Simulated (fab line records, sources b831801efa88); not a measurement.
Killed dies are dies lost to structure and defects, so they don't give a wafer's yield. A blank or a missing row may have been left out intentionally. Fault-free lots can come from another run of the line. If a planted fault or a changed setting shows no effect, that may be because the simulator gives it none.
The tool behind it: which one? -- flow sky130 -- Sampling: 13 lots, 39 wafers, 3 of 708 route steps

== WHAT THE GAUGES READ, wafer by wafer ==
SKY_VIA2_OVL_MEAS_13.
lot,measured,on,VIA2_OVL (nm)
L591,day 36 01:43,overlay-01,2 -5 -1
L592,day 36 11:31,overlay-01,-1 -2 3
L594,day 36 23:56,overlay-01,6 4 -1
L597,day 37 22:23,overlay-02,0 0 -4
L598,day 38 05:11,overlay-01,2 4 6
L603,day 39 21:14,overlay-01,2 -2 2
L604,day 40 06:35,overlay-01,1 1 0
L605,day 40 10:13,overlay-02,-4 2 -7
L606,day 42 01:05,overlay-01,-1 6 4
L609,day 42 07:14,overlay-02,-4 0 1
L608,day 42 09:31,overlay-01,-7 1 1
L610,day 42 09:20,overlay-02,1 8 -1
L614,day 42 20:47,overlay-01,-1 -9 -8

SKY_VIA2_THK_MEAS_23: measures by xrf.
lot,measured,on,VIA2_W_THK (nm)
L591,day 36 02:46,filmMetro-02,428 430 443
L592,day 36 12:34,filmMetro-03,415 421 416
L594,day 37 00:59,filmMetro-02,428 434 433
L597,day 37 23:27,filmMetro-03,421 428 416
L598,day 38 06:16,filmMetro-02,438 431 437
L603,day 39 22:17,filmMetro-01,417 414 414
L604,day 40 07:38,filmMetro-01,427 418 421
L605,day 40 11:19,filmMetro-01,417 425 425
L606,day 42 02:08,filmMetro-03,420 421 419
L609,day 42 08:17,filmMetro-01,423 417 421
L608,day 42 10:34,filmMetro-01,422 410 424
L610,day 42 10:23,filmMetro-02,437 435 436
L614,day 42 21:50,filmMetro-02,445 438 437

== WHAT TOOL EACH LOT RAN ON (gives the tool, then ch and the chambers of the sampled wafers, and finally the start) ==
lot,SKY_SPACER_ETCHBACK_02
L591,"rieDiel-01 ch 0,1, day 22 19:46"
L592,"rieDiel-01 ch 0,2,3, day 23 06:41"
L594,"rieDiel-03 ch 0,2,3, day 23 19:57"
L597,"rieDiel-03 ch 1, day 24 23:43"
L598,"rieDiel-01 ch 0,1,2, day 25 09:31"
L603,"rieDiel-03 ch 0,2,3, day 27 08:45"
L604,"rieDiel-03 ch 0,1,2, day 27 17:28"
L605,"rieDiel-01 ch 1,2, day 28 00:10"
L606,"rieDiel-03 ch 0,1,3, day 30 01:31"
L609,"rieDiel-01 ch 0,2,3, day 30 02:46"
L608,"rieDiel-03 ch 0,2,3, day 30 05:17"
L610,"rieDiel-04 ch 0,1,2, day 30 05:17"
L614,"rieDiel-03 ch 2,3, day 31 01:14"
- SKY_SPACER_ETCHBACK_02: etches Si3N4 in CH3F/O2, stops on SiO2, time 46.7 s, target depth 45 nm.

== AS READ BY THE TOOLS THEMSELVES (means over the sampled wafers that have a number; for cases with no such wafer, the mark the record gives instead) ==
SKY_SPACER_ETCHBACK_02.
lot,tool,ch3fFlowSccm (sccm),drypumpMotorCurrentA (A),oesProductAu (a.u.),throttleValvePct (%)
L591,rieDiel-01,40.07,5.2,0.862,10.563
L592,rieDiel-01,39.99,5.6,0.858,10.566
L594,rieDiel-03,40.13,5.8,0.858,10.561
L597,rieDiel-03,40.12,5.6,0.853,10.556
L598,rieDiel-01,40.08,5.3,0.859,10.556
L603,rieDiel-03,40.03,5.8,0.858,10.558
L604,rieDiel-03,39.98,5.9,0.851,10.555
L605,rieDiel-01,39.98,4.8,0.865,10.567
L606,rieDiel-03,39.97,5.5,0.850,10.556
L609,rieDiel-01,40.01,5.6,0.854,10.558
L608,rieDiel-03,40.06,5.8,0.856,10.563
L610,rieDiel-04,39.91,5.8,0.858,10.569
L614,rieDiel-03,39.92,6.1,0.854,10.564

== THE ANSWER, worked out from the rows above alone ==
Rule: the usual values come from the lots themselves. The widest of any qualifying gaps counts: lots, ordered by their means at a reading, are off when they make up no more than a third of the lots, leave a main group of 4 or more, and stand apart from it by 3 or more times the standard deviation of that group's means. Not used: any main group whose means are identical at the precision the tables above print for the reading. A lot without any number at a reading at which 4 lots or more have one is off too. Any other lot the step has rows for is counted as sound. Order of review: gauges by route order, followed by the tools' own readings, for which a lot's mean as printed above is used. The first step at which some lot is off is used, and at that step the reading that is off furthest; a lot without a number counts as furthest.
No lot is off at any reading shown: from this, nothing can be told.

== WHAT WAS PUT IN BY THE SIMULATOR ==
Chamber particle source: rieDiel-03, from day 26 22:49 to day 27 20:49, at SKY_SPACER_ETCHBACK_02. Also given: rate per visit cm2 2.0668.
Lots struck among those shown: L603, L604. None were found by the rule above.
